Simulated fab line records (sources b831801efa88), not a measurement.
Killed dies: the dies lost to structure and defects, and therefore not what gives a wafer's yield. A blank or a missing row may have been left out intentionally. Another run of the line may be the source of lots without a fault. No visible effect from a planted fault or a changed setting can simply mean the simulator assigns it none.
Which tool did it? -- flow sky130 -- 18 wafers sampled from 6 lots at 1 step of a route of 708

== WHAT EACH GAUGE READ, for each wafer ==
SKY_VT_ADJUST_PCH_OVL_MEAS_07.
lot,measured,on,VT_ADJUST_PCH_OVL (nm)
L990,day 10 18:43,overlay-02,-0.3 2.1 0.5
L996,day 12 19:22,overlay-02,3.3 1.9 3.2
L999,day 13 19:30,overlay-02,1.9 -1.1 0.3
L101,day 14 04:47,overlay-02,1.0 -0.1 1.7
L103,day 14 16:18,overlay-01,0.2 1.1 1.2
L111,day 17 08:11,overlay-01,-2.1 -1.2 -0.6

== WHICH TOOL RAN EACH LOT (tool, then ch and the chambers of the sampled wafers, then the start) ==
No process step before these readings appears in the record.

== THE ANSWER, worked out from the rows above alone ==
Rule: what is usual is taken from the lots themselves. The widest of any qualifying gaps counts: lots, ordered by their means at a reading, are off when they make up no more than a third of the lots, leave a main group of 4 or more, and stand apart from it by 3 or more times the standard deviation of that group's means. Not used: any main group whose means are identical at the precision the tables above print for the reading. Also off: a lot with no number at a reading for which 4 or more lots have one. The other lots that the step has rows for count as sound.
No lot is off on any of the readings shown, so nothing can be concluded from this.

== WHAT WAS PUT IN BY THE SIMULATOR ==
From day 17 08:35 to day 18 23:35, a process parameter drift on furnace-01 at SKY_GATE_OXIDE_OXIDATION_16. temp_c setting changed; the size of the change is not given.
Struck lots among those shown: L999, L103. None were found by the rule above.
